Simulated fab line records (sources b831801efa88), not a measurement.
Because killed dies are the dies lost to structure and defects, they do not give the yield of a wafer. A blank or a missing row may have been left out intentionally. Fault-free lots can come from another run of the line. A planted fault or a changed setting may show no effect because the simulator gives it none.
A lot that was struck, set against a sound lot :: flow gf180mcu :: 18 steps out of a route of 602
Sound: the wafers L504.1, L504.4, L504.5. The struck wafers were L510.3, L510.4, L510.5. The cause comes at the end.
At each step with rows: each side's tool, then ch and its chambers, then its first start. Under that, the readings that differ: sound wafers :: struck wafers :: difference of the means :: sigmas: that difference in standard deviations of wafers without a fault.
alike: same words and numbers on both sides, and readings whose means sit less than 2 such deviations apart. not compared: any withheld reading, any reading some wafer has no value for, any bound like >300 that may hide the same value, and any number with overlapping values for which the record gives no deviation.
The two part at a step that has a row with sigmas, a row that says differs or no value, or rows on one side only. Numbers that have no deviation but don't overlap get no sigmas and don't part them. A reading missing from all wafers of one side parts the sides only when that side holds two or more wafers.

first, 3 steps without rows for these wafers: GF_V3_EXPOSE_11 (exposes mask Via3, target cd 260 nm); GF_V3_PEB_12 (peb time 90 s); GF_V3_DEVELOP_13 (develop time 60 s).
GF_V3_CD_MEAS_14: the cd target is 260 nm.
  sound on cd-sem-01 at day 23 13:10; struck on cd-sem-01 at day 25 16:30
  alike: cd-nm
GF_V3_OVL_MEAS_15:
  sound on overlay-01 at day 23 13:17; struck on overlay-02 at day 25 16:35
  alike: V3_OVL
GF_V3_ETCH_16: etches BARC in N2/H2.
  sound on rie-diel-02 ch 0,1,3, day 23 13:19; struck on rie-diel-04 ch 2,3, day 25 16:37
  alike: drypump-motor-current-A, oes-product-au, throttle-valve-pct
GF_V3_ETCH_17: etches SiO2 in C4F8/O2/Ar, stops on TiN, target depth 635 nm.
  sound: rie-diel-02 ch 0,1,3; struck: rie-diel-04 ch 2,3
  alike: oes-product-au
GF_V3_STRIP_18: strips in O2/N2.
  sound on plasma-asher-01 ch 0,1, day 23 13:26; struck on plasma-asher-04 ch 0,1, day 25 16:47
  alike: drypump-motor-current-A, heater-power-w, oes-product-au
  not compared: rf-hours-counter-h
then, 3 steps without rows for these wafers: GF_V3_STRIP_19 (strips in post etch residue remover, time 1200 s); GF_V3_CLEAN_20 (cleans in DIW); GF_V3_SPUTTER_21 (material Ti, target thk 15 nm, time 80.02 s).
GF_V3_SPUTTER_22: material TiN, target thk 10 nm, time 40 s.
  sound on pvd-sputter-02 at day 23 14:02; struck on pvd-sputter-02 at day 25 17:22
  alike: chamber-pressure-pa, throttle-valve-pct
GF_V3_CVD_23: deposits W, target thk 350 nm, time 104.9 s.
  sound on cvd-w-02 ch 0,1, day 23 14:05; struck on cvd-w-02 ch 0,1, day 25 17:27
reading: susceptor-temp-C (C)
sound: 399.76 399.99 400.17
struck: 412.43 412.43 412.91
difference: +12.62
sigmas: +60

reading: model.W_of_V3_CVD_23.thk-nm (nm)
sound: 355.1 353.6 358.4
struck: 439.8 449.1 447.9
difference: +89.9
sigmas: 
  alike: heater-power-w
  not compared: since-wet-clean-h
GF_V3_RS_MEAS_24: measures by four-point-probe.
  sound on film-metro-01 at day 23 14:11; struck on film-metro-04 at day 25 17:34
reading: V3_W_RS (ohm/sq)
sound: 0.324 0.324 0.321
struck: 0.261 0.255 0.255
difference: -0.066
sigmas: -13
GF_V3_THK_MEAS_25: measures by xrf.
  sound on film-metro-01 at day 23 14:19; struck on film-metro-04 at day 25 17:40
reading: V3_W_THK (nm)
sound: 332 331 336
struck: 415 422 421
difference: +86
sigmas: +16
GF_V3_CMP_26: polishes, stops on SiO2, t overpolish 15 s, target thk 0 nm.
  sound on cmp-02 ch 0,1, day 23 14:22; struck on cmp-02 ch 1,2, day 25 17:42
reading: time-to-endpoint-s (s)
sound: 88 85 86
struck: 111 109 112
difference: +24
sigmas: +8
  alike: motor-current-A
GF_M4_SPUTTER_00: material Ti, target thk 37.5 nm, time 150 s.
  sound on pvd-sputter-04 at day 23 14:40; struck on pvd-sputter-02 at day 25 18:00
  alike: chamber-pressure-pa, throttle-valve-pct
-- the record jumps here: 6 days lie between the struck wafers' starts before and after (it left off in module M4 and takes up again in module PASSIVATION, whose first step shown is number 602 of the route) --
GF_PASSIVATION_PROBE_99:
  only the struck wafers here have rows in the record (prober-01, day 31 21:21); the sound ones have none

== WHERE THEY PART ==
First at GF_V3_CVD_23; last, within this record, at GF_PASSIVATION_PROBE_99.

WHY: what the simulator had put in
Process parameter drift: cvd-w-02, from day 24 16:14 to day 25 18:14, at GF_V3_CVD_23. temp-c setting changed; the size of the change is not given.
